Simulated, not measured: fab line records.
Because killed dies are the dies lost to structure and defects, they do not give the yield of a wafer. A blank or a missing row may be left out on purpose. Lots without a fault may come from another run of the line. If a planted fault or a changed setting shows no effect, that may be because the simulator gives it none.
Struck lot and sound lot, side by side | flow sky130 | 31 out of 708 route steps
Sound: the wafers L990.2, L990.4, L990.5. The struck wafers were L101.1, L101.2, L101.4. The cause is given at the end.
Each step with rows lists, per side, the tool, then ch with its chambers, then its first start. Under that, the readings that differ: sound wafers | struck wafers | difference of the means | sigmas: that difference in standard deviations of wafers without a fault.
alike: words and numbers the same on both sides, and readings whose means are apart by under 2 such deviations; not compared: readings that were withheld, readings missing a value for some wafer, numbers with overlapping values and no deviation given by the record, and bounds like >300 which may hide the same value.
A row with sigmas, a row that says differs or no value, or rows on one side alone: a step with any of these is where the two part. Non-overlapping numbers with no deviation appear without sigmas and do not part them. Lack of a reading on every wafer of one side parts them only where that side has two or more wafers.

first, 1 step without rows for these wafers: SKY_NWELL_IMPLANT_13.
SKY_NWELL_STRIP_14: strips in O2/N2.
  sound on plasma_asher-04 ch 0,1, day 4 21:58; struck on plasma_asher-01 ch 0,1, day 7 08:19
  reading                      | sound             | struck            | difference | sigmas
  strip_time_to_endpoint_s (s) | 36.95 36.86 36.97 | 36.71 36.68 36.68 | -0.24      | -2
  alike: drypump_motor_current_A, oes_product_au
  not compared: rf_hours_counter_h
SKY_NWELL_TW_MEAS_15:
  struck on film_metro-02, day 7 08:25; sound on film_metro-01, day 4 22:05
  alike: NWELL_TW
then, 7 steps without rows for these wafers: SKY_NWELL_DEHYDRATE_16 (time 60 s); SKY_NWELL_HMDS_17 (prime time 60 s); SKY_NWELL_COAT_18 (resist thk 3000 nm); SKY_NWELL_SOFTBAKE_19; SKY_NWELL_EXPOSE_20 (exposes mask NWM COMPLEMENT, target cd 840 nm); SKY_NWELL_PEB_21; SKY_NWELL_DEVELOP_22 (develop time 60 s).
SKY_NWELL_OVL_MEAS_23:
  struck on overlay-01, day 8 04:05; sound on overlay-01, day 5 14:56
  alike: NWELL_01_OVL
then, 1 step without rows for these wafers: SKY_NWELL_IMPLANT_24.
SKY_NWELL_STRIP_25: strips in O2/N2.
  sound on plasma_asher-02 ch 0,1, day 5 15:07; struck on plasma_asher-04 ch 0,1, day 8 04:16
  reading                                 | sound             | struck            | difference                    | sigmas
  oes_product_au (a.u.)                   | 0.724 0.718 0.722 | 0.952 0.955 0.954 | +0.232                        | +48
  strip_time_to_endpoint_s (s)            | 37.00 36.87 37.00 | - - -             | no value on the struck wafers |
  model.coat_of_NWELL_COAT_18.thk_nm (nm) | 0 0 0             | 1057 1059 1060    | +1059                         |
  alike: drypump_motor_current_A
  not compared: rf_hours_counter_h
SKY_NWELL_TW_MEAS_26:
  struck on film_metro-01, day 8 04:22; sound on film_metro-01, day 5 15:14
  alike: NWELL_2_TW
then, 1 step without rows for these wafers: SKY_NWELL_CLEAN_27 (cleans in SC1/SC2, time 150 s).
SKY_NWELL_RTA_28: time 30 s.
  sound on rtp_anneal-01 ch 0, day 5 15:21; struck on rtp_anneal-02 ch 0, day 8 04:29
  alike: lamp_power_pct, wafer_temp_C_max
SKY_NWELL_RS_MEAS_29: uses a four-point probe to measure.
  struck on film_metro-01, day 8 04:35; sound on film_metro-03, day 5 15:27
  alike: NWELL_RS
SKY_NWELL_RS_MEAS_31: uses a four-point probe to measure.
  struck on film_metro-01, day 8 04:49; sound on film_metro-03, day 5 15:41
  alike: PWDE_RS
then, 7 steps without rows for these wafers: SKY_VT_ADJUST_HVTP_DEHYDRATE_00 (time 60 s); SKY_VT_ADJUST_HVTP_HMDS_01 (prime time 60 s); SKY_VT_ADJUST_HVTP_COAT_02 (resist thk 1140 nm); SKY_VT_ADJUST_HVTP_SOFTBAKE_03 (time 60 s); SKY_VT_ADJUST_HVTP_EXPOSE_04 (exposes mask HVTPM, target cd 380 nm); SKY_VT_ADJUST_HVTP_PEB_05; SKY_VT_ADJUST_HVTP_DEVELOP_06 (develop time 60 s).
SKY_VT_ADJUST_HVTP_CD_MEAS_07: the cd target is 380 nm.
  struck on cd_sem-01, day 9 01:42; sound on cd_sem-01, day 6 09:13
  alike: cd_nm
SKY_VT_ADJUST_HVTP_OVL_MEAS_08:
  struck on overlay-02, day 9 01:49; sound on overlay-01, day 6 09:20
  alike: VT_ADJUST_HVTP_OVL
then, 1 step without rows for these wafers: SKY_VT_ADJUST_HVTP_IMPLANT_09.
SKY_VT_ADJUST_HVTP_STRIP_10: strips in O2/N2.
  sound on plasma_asher-04 ch 0, day 6 09:31; struck on plasma_asher-04 ch 0,1, day 9 02:01
  reading                      | sound             | struck            | difference | sigmas
  strip_time_to_endpoint_s (s) | 14.16 14.20 14.17 | 30.06 30.05 30.05 | +15.88     | +99 or more
  alike: drypump_motor_current_A, oes_product_au
  not compared: rf_hours_counter_h
SKY_VT_ADJUST_HVTP_TW_MEAS_11:
  struck on film_metro-02, day 9 02:07; sound on film_metro-02, day 6 09:37
  reading           | sound          | struck   | difference | sigmas
  VT_ADJUST_HVTP_TW | 1362 1363 1365 | 30 30 30 | -1333      | -99 or more
then, 1 step without rows for these wafers: SKY_VT_ADJUST_LVTN_DEHYDRATE_00 (time 60 s).

## WHERE THEY PART
First at SKY_NWELL_STRIP_14; last, within this record, at SKY_VT_ADJUST_HVTP_TW_MEAS_11.

WHY: what the simulator had put in
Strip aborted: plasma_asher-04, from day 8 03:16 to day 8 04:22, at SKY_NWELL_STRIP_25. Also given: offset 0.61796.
